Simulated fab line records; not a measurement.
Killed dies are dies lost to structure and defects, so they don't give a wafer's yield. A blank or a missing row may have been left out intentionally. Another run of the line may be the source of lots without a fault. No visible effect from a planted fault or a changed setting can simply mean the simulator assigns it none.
What tool caused it? | flow gf180mcu | 15 lots with 45 wafers sampled at 4 steps, on a route of 602 steps

## WHAT EACH GAUGE READ, for each wafer
GF_NWELL_OVL_MEAS_07.
lot  | measured    | on         | NWELL_OVL (nm)
L549 | day 3 05:21 | overlay-02 | 1.4 3.5 0.3
L551 | day 4 01:09 | overlay-02 | 3.7 0.6 1.5
L552 | day 4 01:31 | overlay-01 | 2.7 1.9 1.4
L554 | day 4 13:12 | overlay-01 | 1.1 2.5 2.9
L557 | day 5 03:42 | overlay-01 | 0.6 3.2 1.9
L559 | day 5 15:25 | overlay-01 | 1.8 0.0 0.7
L560 | day 5 21:19 | overlay-02 | 0.1 1.8 0.0
L561 | day 6 02:29 | overlay-02 | 2.8 5.3 3.0
L562 | day 6 07:02 | overlay-02 | 3.2 1.0 2.0
L563 | day 6 12:49 | overlay-01 | -1.0 1.0 -0.9
L564 | day 6 18:20 | overlay-01 | 1.5 1.2 3.6
L569 | day 7 20:47 | overlay-01 | -0.6 1.7 2.2
L570 | day 8 03:53 | overlay-01 | 1.3 0.9 3.2
L571 | day 8 07:23 | overlay-01 | 0.7 1.3 0.4
L572 | day 8 12:33 | overlay-02 | 1.6 -1.2 1.1

GF_DUAL_GATE_OVL_MEAS_11.
lot  | measured     | on         | DUAL_GATE_OVL (nm)
L549 | day 8 06:40  | overlay-02 | 0.4 0.3 -0.9
L551 | day 9 09:43  | overlay-02 | -1.7 -0.8 -1.6
L552 | day 9 10:02  | overlay-01 | 0.3 0.4 0.7
L554 | day 10 02:10 | overlay-01 | 0.0 1.1 -1.6
L557 | day 10 16:55 | overlay-01 | 1.7 0.5 -0.7
L559 | day 11 06:58 | overlay-01 | 0.1 -0.3 -1.6
L560 | day 11 16:10 | overlay-01 | -1.3 1.1 1.5
L564 | day 12 17:13 | overlay-01 | 2.6 1.1 0.6
L569 | day 14 02:31 | overlay-01 | -0.3 -1.5 -0.8
L570 | day 14 13:44 | overlay-02 | 0.1 1.1 -0.4
L571 | day 14 14:02 | overlay-02 | -0.8 0.1 -0.4
L572 | day 14 21:40 | overlay-01 | 1.7 -0.3 0.9

GF_POLY_GATE_THK_MEAS_01.
lot  | measured     | on           | POLY_GATE_CVD_00_THK (nm)
L549 | day 8 12:16  | filmMetro-03 | 200.8 201.1 201.6
L551 | day 9 14:59  | filmMetro-03 | 200.5 200.5 202.0
L552 | day 9 15:00  | filmMetro-04 | 200.6 202.8 201.6
L554 | day 10 05:53 | filmMetro-04 | 199.8 198.8 198.4
L557 | day 10 22:50 | filmMetro-04 | 198.9 196.7 198.2
L559 | day 11 10:48 | filmMetro-03 | 204.2 203.8 203.2
L560 | day 11 19:24 | filmMetro-01 | 199.5 199.8 199.8
L564 | day 12 20:58 | filmMetro-03 | 200.7 200.1 198.9
L569 | day 14 06:05 | filmMetro-03 | 203.8 202.7 202.7
L570 | day 14 16:54 | filmMetro-01 | 199.7 198.7 199.1
L571 | day 14 17:53 | filmMetro-01 | 201.0 201.7 201.2
L572 | day 15 02:12 | filmMetro-01 | 201.9 203.1 202.4

## TOOL THAT RAN EACH LOT (tool first, then ch and the chambers of the sampled wafers, then the start)
lot  | GF_VT_IMPLANT_DEVELOP_17
L549 | lithoTrack-03 ch 0, day 6 03:25
L551 | lithoTrack-01 ch 0, day 7 03:10
L552 | lithoTrack-03 ch 0, day 7 04:52
L554 | lithoTrack-04 ch 0, day 7 16:34
L557 | lithoTrack-03 ch 0, day 8 10:22
L559 | lithoTrack-03 ch 0, day 8 23:05
L560 | lithoTrack-01 ch 0, day 9 06:01
L561 | lithoTrack-01, day 9 11:34
L562 | lithoTrack-01, day 9 15:55
L563 | lithoTrack-04, day 9 22:02
L564 | lithoTrack-01 ch 0, day 10 06:10
L569 | lithoTrack-01 ch 0, day 11 12:40
L570 | lithoTrack-01 ch 0, day 11 21:37
L571 | lithoTrack-01 ch 0, day 11 22:37
L572 | lithoTrack-01 ch 0, day 12 06:14
- GF_VT_IMPLANT_DEVELOP_17: develop time 60 s.

## WHAT THE TOOLS THEMSELVES READ (means of the sampled wafers that have a number; where no wafer has one, the mark that the record gives instead)
GF_VT_IMPLANT_DEVELOP_17.
lot  | tool          | chillPlateTempC (C)
L549 | lithoTrack-03 | 22.94
L551 | lithoTrack-01 | 22.98
L552 | lithoTrack-03 | 22.94
L554 | lithoTrack-04 | 22.92
L557 | lithoTrack-03 | 22.92
L559 | lithoTrack-03 | 23.12
L560 | lithoTrack-01 | 23.03
L561 | lithoTrack-01 | -
L562 | lithoTrack-01 | -
L563 | lithoTrack-04 | -
L564 | lithoTrack-01 | 22.94
L569 | lithoTrack-01 | 22.98
L570 | lithoTrack-01 | 22.89
L571 | lithoTrack-01 | 23.14
L572 | lithoTrack-01 | 22.88

## THE ANSWER, worked out from the rows above alone
Rule: the lots themselves supply what counts as usual. Put in order of their means at a reading, lots are off if they are a third of the lots or fewer, leave a main group of 4 or more, and stand apart from it by a gap of 3 or more times the standard deviation of the main group's means; of several such gaps the widest counts. A main group is skipped when, at the precision printed for the reading in the tables above, its means are all equal. A lot without any number at a reading at which 4 lots or more have one is off too. Where the step has rows for the other lots, those lots are counted as sound. The gauges are gone through in route order, then the tools' own readings, and for those a lot's mean is taken as printed above. At the first step where some lot is off, the reading lying furthest off is the one used; lots without a number count as furthest.
Off: L561, L562, L563 (GF_VT_IMPLANT_DEVELOP_17, chillPlateTempC). Without a number there: L561, L562, L563. Main group: mean 22.97 C, sd 0.08.
A tool fits if, at that step or a process step before it, it ran every lot that is off, and no sound lot after the first of them. No candidate that was tried fits.

## WHAT THE SIMULATOR PUT IN
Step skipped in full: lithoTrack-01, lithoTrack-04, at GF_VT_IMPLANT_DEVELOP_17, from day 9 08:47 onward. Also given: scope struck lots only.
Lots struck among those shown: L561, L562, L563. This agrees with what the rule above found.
